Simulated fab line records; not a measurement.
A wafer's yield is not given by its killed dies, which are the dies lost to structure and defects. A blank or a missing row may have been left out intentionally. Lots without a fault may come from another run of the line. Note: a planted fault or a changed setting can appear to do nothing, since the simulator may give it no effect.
fab line records	flow sky130
[record] lots = 6	wafers = 18	last-day = 49
route steps=708 shown SD_P@327 RES_XHIGH@332 SD_N@342 SALICIDE@361 PAD_OPEN@708
lots untouched by any fault: they come from a run of this same line in which no faults occurred
start-h: hours from the record's opening day to when the first of the lot's shown wafers began	wait-h: hours from the lot's prior step to this one	" the same as in the row above	L1.1+2: a row that stands for several wafers	- no value, or no start was given	* or withheld: withheld	< > ~ a bound
route shown NAME@n: names a module that has steps shown in the file, with the first one's number in the route	usual: mean/standard deviation taken from wafers without a fault	same: alike in all rows	chamber/n: place in a boat	sites: per-site readings	_std_site: standard deviation across them	_edge_site: mean of outer sites minus mean of inner sites	radius-mm: how far each site lies from the wafer's centre	mask NAME#n: copy n	behind: the most recent tool/chamber to have shaped the wafer	hold: why the lot went on hold/how many hours it stayed there/how the hold came to an end	device: whichever transistor did not switch (one of n, p or np)	end of line: tests run on the same wafers once the route is complete	where a step has no rows: the recipe by itself	killed: dies that structure and defects cost at the first sort, which is not the same as the wafer's yield	map: the dies of a wafer, with x for killed, . for not killed, _ for no die there
set.NAME: setting as actually run; set.NAME@STEP: the setting as run at that earlier step	model.NAME: the simulator's own value behind a step, which no gauge read
lots at selected steps of the route; one table per step, one row per wafer
services: when a tool's chamber went out of use (start-h, in hours from the record's first day, below 0 if earlier), for how many hours, and the reason
[[steps]]
[step SKY_SD_P_CD_MEAS_07]
[recipe] target-cd-nm = 380
[usual] cd-nm = 379/3.1
lot.wafer	tool	chamber	start-h	wait-h	cd-nm
L275.2	cd-sem-02	-	593.64	0.1	377
L275.4	"	-	"	"	377
L275.5	"	-	"	"	379
L279.1	cd-sem-02	-	645.55	0.1	373
L279.4	"	-	"	"	375
L279.6	"	-	"	"	374
L288.2	cd-sem-02	-	702.47	0.1	376
L288.3	"	-	"	"	375
L288.4	"	-	"	"	374
L289.1	cd-sem-02	-	704.90	0.1	379
L289.4	"	-	"	"	380
L289.6	"	-	"	"	379
L294.3	cd-sem-01	-	754.96	0.1	380
L294.4	"	-	"	"	380
L294.5	"	-	"	"	381
L296.1	cd-sem-01	-	758.01	0.1	374
L296.2	"	-	"	"	376
L296.4	"	-	"	"	377
[step SKY_SD_P_OVL_MEAS_08]
[usual] SD_P_OVL = 0.4/1.1
lot.wafer	tool	chamber	start-h	wait-h	SD_P_OVL[nm]
L275.2	overlay-02	-	593.75	0.1	0.0
L275.4	"	-	"	"	-1.3
L275.5	"	-	"	"	-0.9
L279.1	overlay-02	-	645.67	0.1	2.1
L279.4	"	-	"	"	1.1
L279.6	"	-	"	"	1.5
L288.2	overlay-02	-	702.58	0.1	2.0
L288.3	"	-	"	"	1.1
L288.4	"	-	"	"	1.4
L289.1	overlay-01	-	705.02	0.1	2.0
L289.4	"	-	"	"	1.4
L289.6	"	-	"	"	0.5
L294.3	overlay-01	-	755.05	0.1	-0.7
L294.4	"	-	"	"	-0.2
L294.5	"	-	"	"	0.3
L296.1	overlay-02	-	758.13	0.1	0.5
L296.2	"	-	"	"	-1.5
L296.4	"	-	"	"	0.8
[step SKY_SD_P_IMPLANT_09]
[recipe] species = BF2	energy-kev = 19.64	dose-cm2 = 3e+15	tilt-deg = 0
[step SKY_SD_P_STRIP_10]
[recipe] chemistry = O2/N2	power-w = 1400	pressure-mtorr = 1500	platen-temp-c = withheld	o2-flow-sccm = 3000	n2-flow-sccm = 300	overash-fraction = 0.5
[usual] drypump-motor-current-A = 5.6/0.61	n2-flow-sccm = 300.1/0.84	oes-product-au = 0.619/0.0048	strip-time-to-endpoint-s = 17.42/0.048
lot.wafer	tool	chamber	start-h	wait-h	drypump-motor-current-A	n2-flow-sccm	oes-product-au	rf-hours-counter-h	strip-time-to-endpoint-s
L275.2	plasma-asher-03	1	593.93	0.1	5.9	300.3	0.616	76	17.40
L275.4	"	0	"	"	4.9	301.0	0.623	-	17.40
L275.5	"	0	"	"	4.9	299.0	0.616	-	17.40
L279.1	plasma-asher-01	1	645.86	0.1	6.1	301.0	0.619	22	17.37
L279.4	"	0	"	"	6.5	300.2	0.621	-	17.45
L279.6	"	1	"	"	6.1	300.8	0.623	-	17.39
L288.2	plasma-asher-04	0	702.76	0.1	6.0	299.8	0.621	99	17.46
L288.3	"	0	"	"	6.0	300.4	0.618	-	17.47
L288.4	"	1	"	"	4.9	299.9	0.616	-	17.50
L289.1	plasma-asher-01	1	705.21	0.1	6.0	300.1	0.616	28	17.42
L289.4	"	1	"	"	6.1	299.7	0.621	-	17.43
L289.6	"	1	"	"	6.0	300.5	0.629	-	17.44
L294.3	plasma-asher-04	0	755.26	0.1	6.0	300.5	0.623	-	17.44
L294.4	"	1	"	"	4.9	300.2	0.624	-	17.41
L294.5	"	0	"	"	6.0	299.8	0.621	-	17.44
L296.1	plasma-asher-01	0	758.31	0.1	6.5	299.6	0.610	33	17.47
L296.2	"	1	"	"	6.1	298.7	0.618	33	17.47
L296.4	"	0	"	"	6.5	300.7	0.616	-	17.44
[step SKY_SD_P_TW_MEAS_11]
[usual] SD_P_TW = 2811/18
lot.wafer	tool	chamber	start-h	wait-h	SD_P_TW
L275.2	film-metro-03	-	594.04	0.1	2800
L275.4	"	-	"	"	2799
L275.5	"	-	"	"	2791
L279.1	film-metro-01	-	645.96	0.1	2834
L279.4	"	-	"	"	2810
L279.6	"	-	"	"	2824
L288.2	film-metro-01	-	702.97	0.2	2785
L288.3	"	-	"	"	2789
L288.4	"	-	"	"	2786
L289.1	film-metro-02	-	705.31	0.1	2819
L289.4	"	-	"	"	2831
L289.6	"	-	"	"	2824
L294.3	film-metro-02	-	755.35	0.1	2812
L294.4	"	-	"	"	2800
L294.5	"	-	"	"	2805
L296.1	film-metro-02	-	758.41	0.1	2794
L296.2	"	-	"	"	2785
L296.4	"	-	"	"	2803
[step SKY_RES_XHIGH_DEHYDRATE_00]
[recipe] temp-c = 200	time-s = 60
[step SKY_RES_XHIGH_HMDS_01]
[recipe] prime-time-s = 60	prime-temp-c = 120
[step SKY_RES_XHIGH_COAT_02]
[recipe] resist = NOVOLAK	spin-rpm = 3000	resist-thk-nm = 1140
[step SKY_RES_XHIGH_SOFTBAKE_03]
[recipe] temp-c = 90	time-s = 60	resist = NOVOLAK
[step SKY_RES_XHIGH_EXPOSE_04]
[recipe] mask-id = URPM	na = 0.6	source-shape = conventional	sigma-outer = 0.6	polarization = unpolarized	target-cd-nm = 1270	dose-mj = 140
[step SKY_RES_XHIGH_PEB_05]
[recipe] temp-c = withheld	time-s = *	resist = NOVOLAK
[step SKY_RES_XHIGH_DEVELOP_06]
[recipe] resist = NOVOLAK	developer = TMAH	develop-time-s = 60	dev-temp-c = 23
[step SKY_RES_XHIGH_IMPLANT_07]
[recipe] species = BF2	energy-kev = 20	dose-cm2 = 3.6e+14	tilt-deg = 0
[usual] beam-on-s = 42.6/1.6	faraday-current-uA = 477/19
[same] implant-ion-amu = 49
lot.wafer	tool	chamber	start-h	wait-h	beam-on-s	faraday-current-uA
L275.2	implanter-01	0	623.11	0.1	39.9	508
L275.4	"	0	"	"	40.7	500
L275.5	"	0	"	"	40.9	495
L279.1	implanter-01	0	673.80	0.1	39.9	507
L279.4	"	0	"	"	42.0	484
L279.6	"	0	"	"	40.8	499
L288.2	implanter-01	0	730.31	0.1	32.9	615
L288.3	"	0	"	"	31.6	639
L288.4	"	0	"	"	33.5	604
L289.1	implanter-01	0	733.40	0.1	33.0	617
L289.4	"	0	"	"	34.5	588
L289.6	"	0	"	"	32.5	620
L294.3	implanter-03	0	781.94	0.1	44.0	461
L294.4	"	0	"	"	42.4	478
L294.5	"	0	"	"	43.4	470
L296.1	implanter-02	0	785.15	0.1	43.6	463
L296.2	"	0	"	"	44.0	461
L296.4	"	0	"	"	44.1	461
[step SKY_RES_XHIGH_STRIP_08]
[recipe] chemistry = O2/N2	power-w = 1400	pressure-mtorr = 1500	platen-temp-c = withheld	o2-flow-sccm = 3000	n2-flow-sccm = 300	overash-fraction = 0.5
[usual] drypump-motor-current-A = 5.7/0.53	n2-flow-sccm = 299.9/0.87	oes-product-au = 0.711/0.0047	strip-time-to-endpoint-s = 14.26/0.044
lot.wafer	tool	chamber	start-h	wait-h	drypump-motor-current-A	n2-flow-sccm	oes-product-au	rf-hours-counter-h	strip-time-to-endpoint-s
L275.2	plasma-asher-03	0	623.23	0.1	4.9	299.5	0.712	79	14.16
L275.4	"	0	"	"	4.9	300.5	0.718	-	14.22
L275.5	"	1	"	"	5.9	301.4	0.705	-	14.16
L279.1	plasma-asher-03	0	673.95	0.1	4.9	301.0	0.714	84	14.21
L279.4	"	0	"	"	4.9	299.6	0.707	-	14.20
L279.6	"	1	"	"	5.9	300.6	0.711	-	14.22
L288.2	plasma-asher-02	1	730.44	0.1	5.3	297.7	0.710	62	14.08
L288.3	"	0	"	"	5.6	301.3	0.723	-	14.06
L288.4	"	1	"	"	5.3	299.8	0.714	-	14.10
L289.1	plasma-asher-02	0	733.55	0.1	5.7	298.5	0.722	62	14.17
L289.4	"	0	"	"	5.6	299.9	0.712	-	14.14
L289.6	"	1	"	"	5.3	299.2	0.714	-	14.23
L294.3	plasma-asher-03	0	782.07	0.1	4.9	300.5	0.715	-	14.27
L294.4	"	1	"	"	5.9	299.8	0.703	-	14.28
L294.5	"	1	"	"	5.9	300.2	0.712	-	14.28
L296.1	plasma-asher-03	1	785.30	0.1	5.9	299.7	0.710	95	14.34
L296.2	"	0	"	"	4.9	299.4	0.704	95	14.24
L296.4	"	0	"	"	4.9	299.9	0.708	-	14.34
[step SKY_RES_XHIGH_TW_MEAS_09]
[usual] RES_XHIGH_TW = 1640/8.6
lot.wafer	tool	chamber	start-h	wait-h	RES_XHIGH_TW
L275.2	film-metro-02	-	623.34	0.1	1637
L275.4	"	-	"	"	1642
L275.5	"	-	"	"	1642
L279.1	film-metro-02	-	674.05	0.1	1638
L279.4	"	-	"	"	1637
L279.6	"	-	"	"	1647
L288.2	film-metro-01	-	730.54	0.1	1530
L288.3	"	-	"	"	1544
L288.4	"	-	"	"	1539
L289.1	film-metro-02	-	733.65	0.1	1535
L289.4	"	-	"	"	1538
L289.6	"	-	"	"	1542
L294.3	film-metro-01	-	782.16	0.1	1656
L294.4	"	-	"	"	1662
L294.5	"	-	"	"	1650
L296.1	film-metro-03	-	785.40	0.1	1636
L296.2	"	-	"	"	1636
L296.4	"	-	"	"	1638
[step SKY_SD_N_DEHYDRATE_00]
[recipe] temp-c = 200	time-s = 60
[step SKY_SD_N_HMDS_01]
[recipe] prime-time-s = 60	prime-temp-c = 120
[step SKY_SD_N_COAT_02]
[recipe] resist = NOVOLAK	spin-rpm = 3000	resist-thk-nm = 1140
[step SKY_SD_N_SOFTBAKE_03]
[recipe] temp-c = 90	time-s = 60	resist = NOVOLAK
[step SKY_SD_N_EXPOSE_04]
[recipe] mask-id = NSDM	na = 0.6	source-shape = conventional	sigma-outer = 0.6	polarization = unpolarized	target-cd-nm = 380	dose-mj = 141
[step SKY_SD_N_PEB_05]
[recipe] temp-c = withheld	time-s = *	resist = NOVOLAK
[step SKY_SD_N_DEVELOP_06]
[recipe] resist = NOVOLAK	developer = TMAH	develop-time-s = 60	dev-temp-c = 23
[step SKY_SD_N_CD_MEAS_07]
[recipe] target-cd-nm = 380
[usual] cd-nm = 379.8/2.8
lot.wafer	tool	chamber	start-h	wait-h	cd-nm
L275.2	cd-sem-01	-	651.25	0.1	380.5
L275.4	"	-	"	"	379.9
L275.5	"	-	"	"	379.8
L279.1	cd-sem-02	-	701.76	0.1	375.8
L279.4	"	-	"	"	377.4
L279.6	"	-	"	"	376.7
L288.2	cd-sem-01	-	758.33	0.1	380.2
L288.3	"	-	"	"	378.4
L288.4	"	-	"	"	378.9
L289.1	cd-sem-01	-	761.19	0.1	381.8
L289.4	"	-	"	"	383.6
L289.6	"	-	"	"	384.1
L294.3	cd-sem-01	-	808.91	0.1	386.7
L294.4	"	-	"	"	388.4
L294.5	"	-	"	"	384.6
L296.1	cd-sem-02	-	811.41	0.1	377.0
L296.2	"	-	"	"	375.6
L296.4	"	-	"	"	376.6
[step SKY_SD_N_OVL_MEAS_08]
[usual] SD_N_OVL = -0.8/1.1
lot.wafer	tool	chamber	start-h	wait-h	SD_N_OVL[nm]
L275.2	overlay-02	-	651.36	0.1	0.3
L275.4	"	-	"	"	-3.4
L275.5	"	-	"	"	0.2
L279.1	overlay-01	-	701.88	0.1	-1.9
L279.4	"	-	"	"	-1.8
L279.6	"	-	"	"	-1.0
L288.2	overlay-02	-	758.43	0.1	-2.0
L288.3	"	-	"	"	-1.9
L288.4	"	-	"	"	-0.1
L289.1	overlay-01	-	761.31	0.1	-0.4
L289.4	"	-	"	"	-0.6
L289.6	"	-	"	"	-0.3
L294.3	overlay-02	-	809.00	0.1	-1.1
L294.4	"	-	"	"	-2.5
L294.5	"	-	"	"	0.3
L296.1	overlay-01	-	811.53	0.1	-2.4
L296.2	"	-	"	"	-2.3
L296.4	"	-	"	"	-4.0
[step SKY_SD_N_IMPLANT_09]
[recipe] species = As	energy-kev = 49.23	dose-cm2 = 4e+15	tilt-deg = 0
[step SKY_SD_N_IMPLANT_10]
[recipe] species = P	energy-kev = 20	dose-cm2 = 1e+14	tilt-deg = 0
[step SKY_SD_N_STRIP_11]
[recipe] chemistry = O2/N2	power-w = 1400	pressure-mtorr = 1500	platen-temp-c = withheld	o2-flow-sccm = 3000	n2-flow-sccm = 300	overash-fraction = 0.5
[usual] drypump-motor-current-A = 5.5/0.43	n2-flow-sccm = 300.0/0.97	oes-product-au = 0.528/0.0041	strip-time-to-endpoint-s = 22.43/0.037
lot.wafer	tool	chamber	start-h	wait-h	drypump-motor-current-A	n2-flow-sccm	oes-product-au	rf-hours-counter-h	strip-time-to-endpoint-s
L275.2	plasma-asher-04	0	651.69	0.1	6.0	299.6	0.528	94	22.43
L275.4	"	0	"	"	6.0	299.5	0.527	-	22.45
L275.5	"	0	"	"	6.0	298.9	0.529	-	22.38
L279.1	plasma-asher-03	0	702.21	0.1	4.9	298.3	0.519	87	22.44
L279.4	"	1	"	"	5.9	298.7	0.526	-	22.44
L279.6	"	0	"	"	4.9	300.0	0.530	-	22.47
L288.2	plasma-asher-04	1	758.76	0.1	4.9	300.1	0.527	1	22.44
L288.3	"	1	"	"	4.9	300.9	0.531	-	22.49
L288.4	"	0	"	"	6.0	301.2	0.525	-	22.43
L289.1	plasma-asher-02	0	761.64	0.1	5.7	299.6	0.526	65	22.42
L289.4	"	1	"	"	5.3	299.9	0.532	-	22.47
L289.6	"	1	"	"	5.3	301.3	0.526	-	22.42
L294.3	plasma-asher-04	1	809.36	0.1	4.9	301.3	0.532	-	22.43
L294.4	"	0	"	"	6.0	300.3	0.532	-	22.45
L294.5	"	0	"	"	6.0	300.2	0.532	-	22.43
L296.1	plasma-asher-03	0	811.86	0.1	4.9	300.4	0.529	98	22.52
L296.2	"	1	"	"	5.9	298.7	0.533	98	22.52
L296.4	"	1	"	"	5.9	299.2	0.520	-	22.50
[step SKY_SD_N_TW_MEAS_12]
[usual] SD_N_TW = 3968/20
lot.wafer	tool	chamber	start-h	wait-h	SD_N_TW
L275.2	film-metro-02	-	651.80	0.1	3991
L275.4	"	-	"	"	3987
L275.5	"	-	"	"	3988
L279.1	film-metro-03	-	702.31	0.1	3937
L279.4	"	-	"	"	3950
L279.6	"	-	"	"	3958
L288.2	film-metro-02	-	758.87	0.1	3954
L288.3	"	-	"	"	3960
L288.4	"	-	"	"	3934
L289.1	film-metro-03	-	761.74	0.1	3980
L289.4	"	-	"	"	3973
L289.6	"	-	"	"	3970
L294.3	film-metro-01	-	809.45	0.1	3960
L294.4	"	-	"	"	3949
L294.5	"	-	"	"	3973
L296.1	film-metro-01	-	811.96	0.1	3961
L296.2	"	-	"	"	3989
L296.4	"	-	"	"	3977
[step SKY_SD_N_CLEAN_13]
[recipe] chemistry = SC1/SC2	mix = 1:4:20	temp-c = 70	time-s = 150	dry = n2-spin
[step SKY_SD_N_RTA_14]
[recipe] temp-c = 1075	time-s = 2	idle-temp-c = 650	ramp-up-c-per-s = 150	ramp-down-c-per-s = 90	ambient = N2
[usual] lamp-power-pct = 15.74/0.046	wafer_temp_C_max = 1077.9/1.2
lot.wafer	tool	chamber	start-h	wait-h	lamp-power-pct	wafer_temp_C_max
L275.2	rtp-anneal-02	0	651.96	0.0	15.78	1077.5
L275.4	"	0	"	"	15.65	1079.0
L275.5	"	0	"	"	15.78	1076.8
L279.1	rtp-anneal-01	0	702.42	0.0	15.82	1078.4
L279.4	"	0	"	"	15.78	1078.7
L279.6	"	0	"	"	15.76	1075.7
L288.2	rtp-anneal-02	0	758.99	0.0	15.67	1076.4
L288.3	"	0	"	"	15.71	1077.7
L288.4	"	0	"	"	15.64	1075.3
L289.1	rtp-anneal-01	0	761.85	0.0	15.80	1077.7
L289.4	"	0	"	"	15.74	1080.4
L289.6	"	0	"	"	15.75	1078.1
L294.3	rtp-anneal-01	0	809.56	0.0	15.69	1077.4
L294.4	"	0	"	"	15.68	1077.5
L294.5	"	0	"	"	15.76	1077.1
L296.1	rtp-anneal-02	0	812.07	0.0	15.78	1075.2
L296.2	"	0	"	"	15.72	1078.4
L296.4	"	0	"	"	15.80	1077.9
[step SKY_SD_N_RS_MEAS_16]
[recipe] thk-meas-gauge = four-point-probe
[usual] SD_N_RS = 69.00/0.1
lot.wafer	tool	chamber	start-h	wait-h	SD_N_RS[ohm/sq]
L275.2	film-metro-01	-	652.14	0.1	69.14
L275.4	"	-	"	"	69.22
L275.5	"	-	"	"	69.11
L279.1	film-metro-01	-	702.60	0.1	69.04
L279.4	"	-	"	"	69.20
L279.6	"	-	"	"	69.02
L288.2	film-metro-02	-	759.17	0.1	68.85
L288.3	"	-	"	"	68.86
L288.4	"	-	"	"	68.78
L289.1	film-metro-03	-	762.04	0.1	69.02
L289.4	"	-	"	"	69.01
L289.6	"	-	"	"	69.20
L294.3	film-metro-03	-	809.75	0.1	68.82
L294.4	"	-	"	"	69.05
L294.5	"	-	"	"	68.87
L296.1	film-metro-03	-	812.25	0.1	69.03
L296.2	"	-	"	"	69.00
L296.4	"	-	"	"	69.08
[step SKY_SD_N_RS_MEAS_17]
[recipe] thk-meas-gauge = four-point-probe
[usual] SD_P_RS = 148.1/0.3
lot.wafer	tool	chamber	start-h	wait-h	SD_P_RS[ohm/sq]
L275.2	film-metro-01	-	652.26	0.1	148.3
L275.4	"	-	"	"	148.0
L275.5	"	-	"	"	148.4
L279.1	film-metro-01	-	702.72	0.1	148.3
L279.4	"	-	"	"	148.8
L279.6	"	-	"	"	148.5
L288.2	film-metro-02	-	759.29	0.1	148.3
L288.3	"	-	"	"	148.0
L288.4	"	-	"	"	148.2
L289.1	film-metro-03	-	762.16	0.1	148.3
L289.4	"	-	"	"	148.3
L289.6	"	-	"	"	148.5
L294.3	film-metro-03	-	809.87	0.1	148.0
L294.4	"	-	"	"	148.3
L294.5	"	-	"	"	148.0
L296.1	film-metro-03	-	812.37	0.1	148.2
L296.2	"	-	"	"	148.2
L296.4	"	-	"	"	148.0
[step SKY_SD_N_RS_MEAS_18]
[recipe] thk-meas-gauge = four-point-probe
[usual] RES_XHIGH_RS = 332.9/1.2
lot.wafer	tool	chamber	start-h	wait-h	RES_XHIGH_RS[ohm/sq]
L275.2	film-metro-01	-	652.38	0.1	335.3
L275.4	"	-	"	"	335.2
L275.5	"	-	"	"	335.2
L279.1	film-metro-01	-	702.84	0.1	332.8
L279.4	"	-	"	"	333.5
L279.6	"	-	"	"	335.1
L288.2	film-metro-02	-	759.41	0.1	393.2
L288.3	"	-	"	"	394.5
L288.4	"	-	"	"	393.4
L289.1	film-metro-03	-	762.28	0.1	393.4
L289.4	"	-	"	"	393.3
L289.6	"	-	"	"	393.3
L294.3	film-metro-03	-	809.99	0.1	332.2
L294.4	"	-	"	"	333.9
L294.5	"	-	"	"	332.7
L296.1	film-metro-03	-	812.49	0.1	332.1
L296.2	"	-	"	"	331.4
L296.4	"	-	"	"	331.5
[step SKY_SALICIDE_CLEAN_00]
[recipe] chemistry = HF-last	time-s = 30	dilution = 100:1	dry = ipa-marangoni
[step SKY_PAD_OPEN_PROBE_99]
[usual] killed_at_M0_to_M3 = 44/6.8	killed_at_M4_up = 3.1/1.9	killed-at-contacts = 25/5.9	killed-at-front-end = 15/4.3	killed-at-other = 0.2/0.51	killed-dies = 87/11	killed-open = 47/7.9	killed-short = 39/6.4
[same] gross-dies = 492	killed-at-back-side = 0
lot.wafer	tool	chamber	start-h	wait-h	killed_at_M0_to_M3	killed_at_M4_up	killed-at-contacts	killed-at-front-end	killed-at-other	killed-dies	killed-open	killed-short	model.etest.res-xhigh-po.line-ohm-um	model.etest.res-xhigh-po.rs-ohm-sq	model.etest.res-xhigh-po.rs-ohm-sq-range
L275.2	prober-02	-	1081.38	0.1	45	2	23	16	0	86	49	37	5376	1911	64.8
L275.4	prober-02	-	1081.48	0.2	50	3	23	20	0	96	57	39	5326	1874	77.66
L275.5	prober-02	-	1081.53	0.2	49	0	26	23	0	98	55	43	5501	1926	81.39
L279.1	prober-01	-	1117.60	0.1	49	3	31	16	0	99	51	48	5888	2070	177.2
L279.4	prober-01	-	1117.75	0.2	44	1	17	17	0	79	44	35	5852	2056	161.5
L279.6	prober-01	-	1117.85	0.2	48	8	27	15	0	98	50	48	5970	2081	163
L288.2	prober-02	-	1160.20	0.1	38	5	36	14	0	93	54	39	8659	3078	164.5
L288.3	prober-02	-	1160.25	0.2	42	0	32	23	0	97	52	45	8514	2979	175
L288.4	prober-02	-	1160.30	0.2	53	1	45	10	0	109	72	37	8363	2922	136.9
L289.1	prober-01	-	1160.94	0.1	43	2	27	10	0	82	44	38	8523	2971	205.2
L289.4	prober-01	-	1161.09	0.2	43	4	19	15	1	82	46	36	8884	3105	270
L289.6	prober-01	-	1161.19	0.2	50	3	22	13	0	88	49	39	8455	2945	210.3
L294.3	prober-01	-	1186.37	0.2	32	1	24	21	0	78	39	39	5782	2053	121.3
L294.4	prober-01	-	1186.42	0.2	45	4	23	9	0	81	41	40	6023	2097	103.2
L294.5	prober-01	-	1186.47	0.2	47	4	17	10	0	78	52	26	5856	2033	89.77
L296.1	prober-02	-	1187.77	0.1	49	6	17	24	0	96	49	47	5723	2005	115.4
L296.2	prober-02	-	1187.82	0.1	46	6	25	11	0	88	51	37	5904	2076	101.3
L296.4	prober-02	-	1187.92	0.2	48	1	38	19	0	106	67	39	5989	2066	130.4
// killed by level:class
L275.2 VIA1:geometric-particle:open=12 CONTACT:geometric-particle:open=9 LI_CONTACT:geometric-particle:open=7 METAL2:geometric-particle:short=7 VIA2:geometric-particle:open=6 FIELD_ISO:geometric-particle:short=5 FIELD_ISO:geometric-particle:open=5 METAL3:geometric-particle:short=5
L275.4 VIA1:geometric-particle:open=12 VIA2:geometric-particle:open=11 CONTACT:geometric-particle:open=8 FIELD_ISO:geometric-particle:open=5 CONTACT:geometric-particle:short=5 VIA3:geometric-particle:open=5 POLY_GATE:geometric-particle:short=4 LI_CONTACT:geometric-particle:open=4
L275.5 VIA1:geometric-particle:open=18 LI_CONTACT:geometric-particle:open=11 METAL1:geometric-particle:short=8 POLY_GATE:geometric-particle:short=6 VIA2:geometric-particle:open=5 CONTACT:geometric-particle:short=5 METAL2:geometric-particle:short=5 FIELD_ISO:geometric-particle:open=4
L279.1 METAL2:geometric-particle:short=12 CONTACT:geometric-particle:open=10 POLY_GATE:geometric-particle:open=8 VIA2:geometric-particle:open=7 LOCAL_INTERCONNECT:geometric-particle:short=6 CONTACT:geometric-particle:short=6 LI_CONTACT:geometric-particle:open=5 VIA1:geometric-particle:open=5
L279.4 VIA3:geometric-particle:open=11 VIA1:geometric-particle:open=8 VIA2:geometric-particle:open=8 CONTACT:geometric-particle:open=5 FIELD_ISO:geometric-particle:short=4 POLY_CUT:geometric-particle:short=4 LI_CONTACT:geometric-particle:open=4 METAL1:geometric-particle:short=4
L279.6 VIA2:geometric-particle:open=13 CONTACT:geometric-particle:open=10 VIA1:geometric-particle:open=9 METAL4:geometric-particle:short=8 LI_CONTACT:geometric-particle:open=6 CONTACT:geometric-particle:short=6 VIA3:geometric-particle:open=6 VIA1:geometric-particle:short=5
L288.2 CONTACT:geometric-particle:short=9 CONTACT:geometric-particle:open=9 VIA2:geometric-particle:open=9 LI_CONTACT:geometric-particle:open=8 VIA1:geometric-particle:open=7 LI_CONTACT:geometric-particle:short=5 VIA3:geometric-particle:open=5 FIELD_ISO:geometric-particle:open=4
L288.3 CONTACT:geometric-particle:open=9 VIA1:geometric-particle:open=9 METAL2:geometric-particle:short=7 LI_CONTACT:geometric-particle:open=6 CONTACT:geometric-particle:short=6 FIELD_ISO:geometric-particle:short=5 VIA3:geometric-particle:open=5 FIELD_ISO:geometric-particle:open=4
L288.4 CONTACT:geometric-particle:open=20 VIA2:geometric-particle:open=16 CONTACT:geometric-particle:short=12 VIA1:geometric-particle:open=10 LI_CONTACT:geometric-particle:open=9 METAL2:geometric-particle:short=7 VIA3:geometric-particle:open=6 FIELD_ISO:geometric-particle:open=4
L289.1 VIA1:geometric-particle:open=13 CONTACT:geometric-particle:open=8 LOCAL_INTERCONNECT:geometric-particle:short=6 CONTACT:geometric-particle:short=6 METAL2:geometric-particle:short=6 VIA1:geometric-particle:short=5 FIELD_ISO:geometric-particle:open=4 LI_CONTACT:geometric-particle:open=4
L289.4 VIA3:geometric-particle:open=10 VIA1:geometric-particle:open=9 CONTACT:geometric-particle:open=7 VIA1:geometric-particle:short=7 METAL2:geometric-particle:short=6 FIELD_ISO:geometric-particle:open=5 METAL1:geometric-particle:short=4 METAL4:geometric-particle:short=4
L289.6 VIA1:geometric-particle:open=8 LI_CONTACT:geometric-particle:open=8 VIA3:geometric-particle:open=7 METAL2:geometric-particle:short=5 METAL1:geometric-particle:short=5 VIA2:geometric-particle:open=5 FIELD_ISO:geometric-particle:short=4 LOCAL_INTERCONNECT:geometric-particle:short=4
L294.3 CONTACT:geometric-particle:open=10 LI_CONTACT:geometric-particle:open=6 VIA1:geometric-particle:open=6 POLY_GATE:geometric-particle:open=5 POLY_GATE:geometric-particle:short=5 METAL2:geometric-particle:short=5 VIA1:geometric-particle:short=5 VIA2:geometric-particle:short=5
L294.4 CONTACT:geometric-particle:open=12 VIA3:geometric-particle:open=7 METAL2:geometric-particle:short=6 METAL1:geometric-particle:short=6 VIA2:geometric-particle:open=6 VIA1:geometric-particle:short=6 CONTACT:geometric-particle:short=5 VIA1:geometric-particle:open=5
L294.5 VIA1:geometric-particle:open=13 CONTACT:geometric-particle:open=10 VIA2:geometric-particle:open=9 VIA3:geometric-particle:open=8 METAL2:geometric-particle:short=4 FIELD_ISO:geometric-particle:open=3 LOCAL_INTERCONNECT:geometric-particle:short=3 VIA1:geometric-particle:short=3
L296.1 METAL2:geometric-particle:short=13 VIA1:geometric-particle:open=11 FIELD_ISO:geometric-particle:short=9 CONTACT:geometric-particle:open=8 VIA2:geometric-particle:open=6 VIA3:geometric-particle:open=6 METAL4:geometric-particle:short=6 CONTACT:geometric-particle:short=4
L296.2 VIA1:geometric-particle:open=15 CONTACT:geometric-particle:open=13 METAL2:geometric-particle:short=8 LI_CONTACT:geometric-particle:open=6 VIA2:geometric-particle:open=6 METAL1:geometric-particle:short=5 POLY_GATE:geometric-particle:short=4 METAL4:geometric-particle:short=4
L296.4 CONTACT:geometric-particle:open=17 VIA1:geometric-particle:open=14 FIELD_ISO:geometric-particle:open=9 VIA1:geometric-particle:short=8 METAL2:geometric-particle:short=8 LI_CONTACT:geometric-particle:open=7 CONTACT:geometric-particle:short=6 VIA3:geometric-particle:open=5
[[services]]
tool	chamber	start-h	hours	kind
implanter-02	-	579.52	12.2	repair
plasma-asher-04	-	613.68	9.7	repair
plasma-asher-04	-	628.50	15.2	repair
implanter-02	-	637.43	3.3	pm
rtp-anneal-01	-	670.02	5.8	pm
implanter-01	-	687.42	2.7	repair
implanter-01	-	690.13	27.0	pm
implanter-03	-	708.09	6.3	repair
plasma-asher-01	-	716.31	1.6	repair
plasma-asher-04	-	733.75	9.0	pm
plasma-asher-04	0	733.75	9.0	vent-cycle
plasma-asher-04	1	733.75	9.0	vent-cycle
implanter-01	-	735.11	3.8	repair
plasma-asher-04	0	742.75	-	clean
plasma-asher-04	1	742.75	-	clean
implanter-01	-	754.88	106.0	repair
implanter-02	-	760.72	0.7	repair
implanter-03	-	770.82	2.3	repair
implanter-03	-	770.88	3.1	repair
plasma-asher-03	-	777.19	2.8	pm
plasma-asher-01	-	783.80	28.1	pm
[[key]]
[first-sign] step = SKY_RES_XHIGH_IMPLANT_07	reading = faraday-current-uA	direction = up	sigmas = 7.4	usual = 477	struck = 614
[effect] step = SKY_RES_XHIGH_IMPLANT_07	reading = beam-on-s	direction = down	sigmas = 5.8	usual = 42.6	struck = 33.0
[effect] step = SKY_RES_XHIGH_STRIP_08	reading = strip-time-to-endpoint-s	direction = down	sigmas = 2.9	usual = *	struck = *
[effect] step = SKY_RES_XHIGH_TW_MEAS_09	reading = RES_XHIGH_TW	direction = down	sigmas = 12	usual = 1640	struck = 1538
[effect] step = SKY_SD_N_RS_MEAS_18	reading = RES_XHIGH_RS	direction = up	sigmas = 49	usual = 332.9	struck = 393.5
[model-effect] step = SKY_PAD_OPEN_PROBE_99	value = etest.res-xhigh-po.line-ohm-um	without = 5588	struck = 8566
met-at SKY_RES_XHIGH_IMPLANT_07
struck-wafers L288.2,L288.3,L288.4,L289.1,L289.4,L289.6
tester-left-out L288,L289
onset-between 673.80 730.31
[fault] kind = process-parameter-drift	tool = implanter-01	chamber = -	onset-h = 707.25	steps = SKY_RES_XHIGH_IMPLANT_07	channel = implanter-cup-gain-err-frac	offset = 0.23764	shape = step	end-h = 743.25
// tester-left-out: of these lots the tester's yield and bins aren't shown, on N5 and GAA mostly nor the transistor test; their killed dies are dies lost to structure and defects alone, not to doping, threshold or leakage, so they don't give the yield
